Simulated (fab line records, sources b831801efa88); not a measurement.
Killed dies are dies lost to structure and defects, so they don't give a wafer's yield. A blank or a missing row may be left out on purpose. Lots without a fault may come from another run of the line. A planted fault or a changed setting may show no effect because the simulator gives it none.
Which tool did it? | flow gf180mcu | 11 lots, 33 wafers sampled, at 4 steps of a route of 602

WHAT THE GAUGES READ, wafer by wafer
GF_M1_CD_MEAS_14: target cd 230 nm.
lot  | measured     | on        | cd_nm (nm)
L327 | day 16 21:34 | cd_sem-02 | 229.8 230.7 230.2
L328 | day 17 04:02 | cd_sem-02 | 230.1 229.9 230.0
L329 | day 17 15:26 | cd_sem-01 | 228.2 228.2 228.3
L330 | day 17 23:34 | cd_sem-02 | 228.1 229.0 227.6
L331 | day 18 15:20 | cd_sem-01 | 230.0 229.6 229.6
L332 | day 18 23:33 | cd_sem-02 | 230.0 230.1 229.6
L341 | day 22 08:28 | cd_sem-01 | 243.8 242.0 241.8
L342 | day 23 01:46 | cd_sem-02 | 238.7 237.5 238.2
L346 | day 23 22:36 | cd_sem-01 | 230.4 231.5 232.0
L348 | day 24 11:00 | cd_sem-01 | 228.9 229.9 228.6
L349 | day 24 20:00 | cd_sem-02 | 230.3 230.5 231.1

WHICH TOOL RAN EACH LOT (tool, then ch and the chambers of the sampled wafers, then the start)
lot  | GF_SAB_STRIP_13                      | GF_SALICIDE_RTA_08               | GF_M1_EXPOSE_11
L327 | plasma_asher-01 ch 0,1, day 14 22:07 | rtp_anneal-02 ch 0, day 14 22:46 | krf_scanner-01 ch 0, day 16 10:07
L328 | plasma_asher-03 ch 1, day 15 05:23   | rtp_anneal-01 ch 0, day 15 06:01 | krf_scanner-01 ch 0, day 16 17:05
L329 | plasma_asher-01 ch 0, day 15 16:31   | rtp_anneal-01 ch 0, day 15 17:08 | krf_scanner-01 ch 0, day 17 04:38
L330 | plasma_asher-01 ch 0,1, day 15 22:28 | rtp_anneal-01 ch 0, day 15 23:07 | krf_scanner-01 ch 0, day 17 11:43
L331 | plasma_asher-02 ch 0,1, day 16 12:46 | rtp_anneal-01 ch 0, day 16 13:23 | krf_scanner-01 ch 0, day 18 03:53
L332 | plasma_asher-03 ch 0,1, day 16 21:47 | rtp_anneal-02 ch 0, day 16 22:23 | krf_scanner-02 ch 0, day 18 11:56
L341 | plasma_asher-01 ch 0,1, day 20 06:12 | rtp_anneal-02 ch 0, day 20 06:49 | krf_scanner-01 ch 0, day 21 20:50
L342 | plasma_asher-03 ch 0,1, day 21 00:33 | rtp_anneal-01 ch 0, day 21 01:10 | krf_scanner-01 ch 0, day 22 14:43
L346 | plasma_asher-01 ch 0,1, day 21 21:58 | rtp_anneal-02 ch 0, day 21 22:36 | krf_scanner-02 ch 0, day 23 11:39
L348 | plasma_asher-02 ch 0,1, day 22 11:19 | rtp_anneal-02 ch 0, day 22 11:56 | krf_scanner-02 ch 0, day 23 23:40
L349 | plasma_asher-02 ch 0,1, day 22 19:35 | rtp_anneal-02 ch 0, day 22 20:13 | krf_scanner-02 ch 0, day 24 08:40
- GF_SAB_STRIP_13: strips in O2/N2.
- GF_SALICIDE_RTA_08: time 30 s.
- GF_M1_EXPOSE_11: exposes mask Metal1, target cd 230 nm.

WHAT THE TOOLS THEMSELVES READ (means of the sampled wafers that have a number; where no wafer has one, the mark that the record gives instead)
GF_SAB_STRIP_13.
lot  | tool            | drypump_motor_current_A (A) | heater_power_w (W) | o2_flow_sccm (sccm) | oes_product_au (a.u.) | strip_time_to_endpoint_s (s)
L327 | plasma_asher-01 | 6.1                         | 294                | 3106                | 0.712                 | 12.58
L328 | plasma_asher-03 | 6.6                         | 300                | 3084                | 0.706                 | 12.61
L329 | plasma_asher-01 | 6.1                         | 337                | 3087                | 0.712                 | 12.62
L330 | plasma_asher-01 | 6.1                         | 293                | 3094                | 0.710                 | 12.57
L331 | plasma_asher-02 | 5.8                         | 341                | 3100                | 0.710                 | 12.54
L332 | plasma_asher-03 | 6.5                         | 291                | 3087                | 0.710                 | 12.62
L341 | plasma_asher-01 | 6.1                         | 312                | 3097                | 0.711                 | 12.58
L342 | plasma_asher-03 | 6.6                         | 296                | 3095                | 0.711                 | 12.56
L346 | plasma_asher-01 | 6.1                         | 314                | 3097                | 0.715                 | 12.56
L348 | plasma_asher-02 | 5.6                         | 351                | 3096                | 0.708                 | 12.56
L349 | plasma_asher-02 | 5.6                         | 348                | 3092                | 0.709                 | 12.60

GF_SALICIDE_RTA_08.
lot  | tool          | lamp_power_pct (%) | wafer_temp_C_max
L327 | rtp_anneal-02 | 19.5               | 802.1
L328 | rtp_anneal-01 | 16.4               | 803.7
L329 | rtp_anneal-01 | 16.4               | 802.8
L330 | rtp_anneal-01 | 16.4               | 803.4
L331 | rtp_anneal-01 | 16.4               | 804.6
L332 | rtp_anneal-02 | 19.5               | 802.5
L341 | rtp_anneal-02 | 19.5               | 801.7
L342 | rtp_anneal-01 | 16.4               | 803.7
L346 | rtp_anneal-02 | 19.5               | 802.3
L348 | rtp_anneal-02 | 19.5               | 801.9
L349 | rtp_anneal-02 | 19.5               | 802.1

GF_M1_EXPOSE_11.
lot  | tool           | exposure_dose_mJ_cm2
L327 | krf_scanner-01 | 27.967
L328 | krf_scanner-01 | 27.993
L329 | krf_scanner-01 | 27.956
L330 | krf_scanner-01 | 27.960
L331 | krf_scanner-01 | 27.981
L332 | krf_scanner-02 | 27.960
L341 | krf_scanner-01 | 25.874
L342 | krf_scanner-01 | 26.296
L346 | krf_scanner-02 | 27.943
L348 | krf_scanner-02 | 27.942
L349 | krf_scanner-02 | 27.950

THE ANSWER, worked out from the rows above alone
Rule: what is usual is taken from the lots themselves. Put in order of their means at a reading, lots are off if they are a third of the lots or fewer, leave a main group of 4 or more, and stand apart from it by a gap of 3 or more times the standard deviation of the main group's means; of several such gaps the widest counts. A main group whose means are all the same, to the digits that the tables above print for the reading, isn't used. A lot without any number at a reading at which 4 lots or more have one is off too. The other lots that the step has rows for count as sound. The gauges are gone through in route order, then the tools' own readings, and for those a lot's mean is taken as printed above. The first step at which some lot is off is used, and at that step the reading that is off furthest; a lot without a number counts as furthest.
Off: L341, L342, at GF_M1_CD_MEAS_14 (cd_nm). The main group: mean 229.7 nm, standard deviation 0.97.
A tool fits if, at a process step before that reading, it ran every lot that is off, and no sound lot after the first of them. The gauges at GF_M1_CD_MEAS_14 aren't tried: what is off there is off at GF_M1_EXPOSE_11 too, on other tools, and a gauge's error can't cause that. One fits: krf_scanner-01 at GF_M1_EXPOSE_11. Its last sound lot is L331 (day 18 03:53), its first lot that is off L341 (day 21 20:50): a fault that began between those two fits.
The tool's own readings at GF_M1_EXPOSE_11 bear it out: on the lots that are off they differ by more than 5 times the standard deviation of the sound lots' means. exposure_dose_mJ_cm2 reads 26.085 there against 27.961 on the sound lots.

WHAT THE SIMULATOR HAD PUT IN
Process parameter drift: krf_scanner-01, from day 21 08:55 on, at GF_M1_EXPOSE_11. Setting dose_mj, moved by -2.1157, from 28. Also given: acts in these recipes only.
Lots struck among those shown: L341, L342. The rule above found the same.
